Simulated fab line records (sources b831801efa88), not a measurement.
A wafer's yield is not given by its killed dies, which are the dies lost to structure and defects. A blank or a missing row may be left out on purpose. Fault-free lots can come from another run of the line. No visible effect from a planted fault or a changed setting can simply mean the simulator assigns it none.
The tool behind it: which one? || flow sfq-line || 14 lots, 42 wafers sampled, at 2 steps of a route of 325

== WHAT EACH GAUGE READ, for each wafer ==
SFQ_M6_RS_MEAS_938: measurement is done with a four-point probe.
{"lot": "L989", "measured": "day 67 11:01", "on": "film-metro-04", "M6_NB_RS (ohm/sq)": "0.891 0.879 0.883"}
{"lot": "L990", "measured": "day 67 17:01", "on": "film-metro-04", "M6_NB_RS (ohm/sq)": "0.874 0.882 0.882"}
{"lot": "L991", "measured": "day 68 07:32", "on": "film-metro-04", "M6_NB_RS (ohm/sq)": "0.888 0.879 0.881"}
{"lot": "L992", "measured": "day 68 17:14", "on": "film-metro-04", "M6_NB_RS (ohm/sq)": "0.875 0.890 0.883"}
{"lot": "L995", "measured": "day 70 00:29", "on": "film-metro-02", "M6_NB_RS (ohm/sq)": "0.951 0.948 0.941 0.949 0.948 0.942"}
{"lot": "L997", "measured": "day 70 14:05", "on": "film-metro-04", "M6_NB_RS (ohm/sq)": "0.949 0.942 0.939 0.950 0.941 0.939"}
{"lot": "L102", "measured": "day 76 21:14", "on": "film-metro-04", "M6_NB_RS (ohm/sq)": "0.893 0.895 0.899"}
{"lot": "L104", "measured": "day 77 05:38", "on": "film-metro-04", "M6_NB_RS (ohm/sq)": "0.883 0.878 0.891"}
{"lot": "L105", "measured": "day 78 00:50", "on": "film-metro-02", "M6_NB_RS (ohm/sq)": "0.891 0.895 0.895"}
{"lot": "L107", "measured": "day 78 22:26", "on": "film-metro-02", "M6_NB_RS (ohm/sq)": "0.888 0.885 0.887"}
{"lot": "L108", "measured": "day 79 12:50", "on": "film-metro-04", "M6_NB_RS (ohm/sq)": "0.875 0.881 0.871"}
{"lot": "L110", "measured": "day 79 15:23", "on": "film-metro-04", "M6_NB_RS (ohm/sq)": "0.888 0.878 0.877"}
{"lot": "L111", "measured": "day 80 02:33", "on": "film-metro-04", "M6_NB_RS (ohm/sq)": "0.890 0.889 0.891"}
{"lot": "L112", "measured": "day 80 07:44", "on": "film-metro-04", "M6_NB_RS (ohm/sq)": "0.889 0.883 0.889"}

== WHICH TOOL RAN EACH LOT (tool, then ch and the chambers of the sampled wafers, then the start) ==
{"lot": "L989", "SFQ_TRILAYER_M6_DEP_SPUTTER_157": "pvd-sputter-04, day 67 10:56"}
{"lot": "L990", "SFQ_TRILAYER_M6_DEP_SPUTTER_157": "pvd-sputter-03, day 67 16:55"}
{"lot": "L991", "SFQ_TRILAYER_M6_DEP_SPUTTER_157": "pvd-sputter-04, day 68 07:25"}
{"lot": "L992", "SFQ_TRILAYER_M6_DEP_SPUTTER_157": "pvd-sputter-03, day 68 17:09"}
{"lot": "L995", "SFQ_TRILAYER_M6_DEP_SPUTTER_157": "pvd-sputter-03, day 70 00:21"}
{"lot": "L997", "SFQ_TRILAYER_M6_DEP_SPUTTER_157": "pvd-sputter-03, day 70 13:56"}
{"lot": "L102", "SFQ_TRILAYER_M6_DEP_SPUTTER_157": "pvd-sputter-03, day 76 21:09"}
{"lot": "L104", "SFQ_TRILAYER_M6_DEP_SPUTTER_157": "pvd-sputter-03, day 77 05:33"}
{"lot": "L105", "SFQ_TRILAYER_M6_DEP_SPUTTER_157": "pvd-sputter-03, day 78 00:45"}
{"lot": "L107", "SFQ_TRILAYER_M6_DEP_SPUTTER_157": "pvd-sputter-04, day 78 22:21"}
{"lot": "L108", "SFQ_TRILAYER_M6_DEP_SPUTTER_157": "pvd-sputter-03, day 79 12:45"}
{"lot": "L110", "SFQ_TRILAYER_M6_DEP_SPUTTER_157": "pvd-sputter-03, day 79 15:16"}
{"lot": "L111", "SFQ_TRILAYER_M6_DEP_SPUTTER_157": "pvd-sputter-04, day 80 02:24"}
{"lot": "L112", "SFQ_TRILAYER_M6_DEP_SPUTTER_157": "pvd-sputter-04, day 80 07:37"}
- SFQ_TRILAYER_M6_DEP_SPUTTER_157: material Nb, target thk 200 nm, time 133.3 s.

== WHAT THE TOOLS THEMSELVES READ (means of the sampled wafers that have a number; where no wafer has one, the mark that the record gives instead) ==
SFQ_TRILAYER_M6_DEP_SPUTTER_157.
{"lot": "L989", "tool": "pvd-sputter-04", "throttle-valve-pct (%)": 30.0}
{"lot": "L990", "tool": "pvd-sputter-03", "throttle-valve-pct (%)": 29.7}
{"lot": "L991", "tool": "pvd-sputter-04", "throttle-valve-pct (%)": 29.8}
{"lot": "L992", "tool": "pvd-sputter-03", "throttle-valve-pct (%)": 29.9}
{"lot": "L995", "tool": "pvd-sputter-03", "throttle-valve-pct (%)": 29.2}
{"lot": "L997", "tool": "pvd-sputter-03", "throttle-valve-pct (%)": 29.7}
{"lot": "L102", "tool": "pvd-sputter-03", "throttle-valve-pct (%)": 30.1}
{"lot": "L104", "tool": "pvd-sputter-03", "throttle-valve-pct (%)": 29.7}
{"lot": "L105", "tool": "pvd-sputter-03", "throttle-valve-pct (%)": 29.7}
{"lot": "L107", "tool": "pvd-sputter-04", "throttle-valve-pct (%)": 29.1}
{"lot": "L108", "tool": "pvd-sputter-03", "throttle-valve-pct (%)": 30.0}
{"lot": "L110", "tool": "pvd-sputter-03", "throttle-valve-pct (%)": 30.2}
{"lot": "L111", "tool": "pvd-sputter-04", "throttle-valve-pct (%)": 30.4}
{"lot": "L112", "tool": "pvd-sputter-04", "throttle-valve-pct (%)": 30.5}

== THE ANSWER, worked out from the rows above alone ==
Rule: what is usual is taken from the lots themselves. The widest of any qualifying gaps counts: lots, ordered by their means at a reading, are off when they make up no more than a third of the lots, leave a main group of 4 or more, and stand apart from it by 3 or more times the standard deviation of that group's means. If all means in a main group match to the digits the tables above print for the reading, that group is not used. A lot without any number at a reading at which 4 lots or more have one is off too. The other lots that the step has rows for count as sound. First the gauges in route order, then the tools' own readings, where a lot's mean is used as printed above. At the first step where some lot is off, the reading lying furthest off is the one used; lots without a number count as furthest.
Off: L995, L997, at SFQ_M6_RS_MEAS_938 (M6_NB_RS). Mean 0.885 ohm/sq and standard deviation 0.0055 in the main group.
If a tool, at a process step before that reading, ran all the lots that are off and no sound lot after the first of them, it fits. Gauges at SFQ_M6_RS_MEAS_938: tried the same way as those tools. None of those tried fits.

== WHAT HAD BEEN PUT IN BY THE SIMULATOR ==
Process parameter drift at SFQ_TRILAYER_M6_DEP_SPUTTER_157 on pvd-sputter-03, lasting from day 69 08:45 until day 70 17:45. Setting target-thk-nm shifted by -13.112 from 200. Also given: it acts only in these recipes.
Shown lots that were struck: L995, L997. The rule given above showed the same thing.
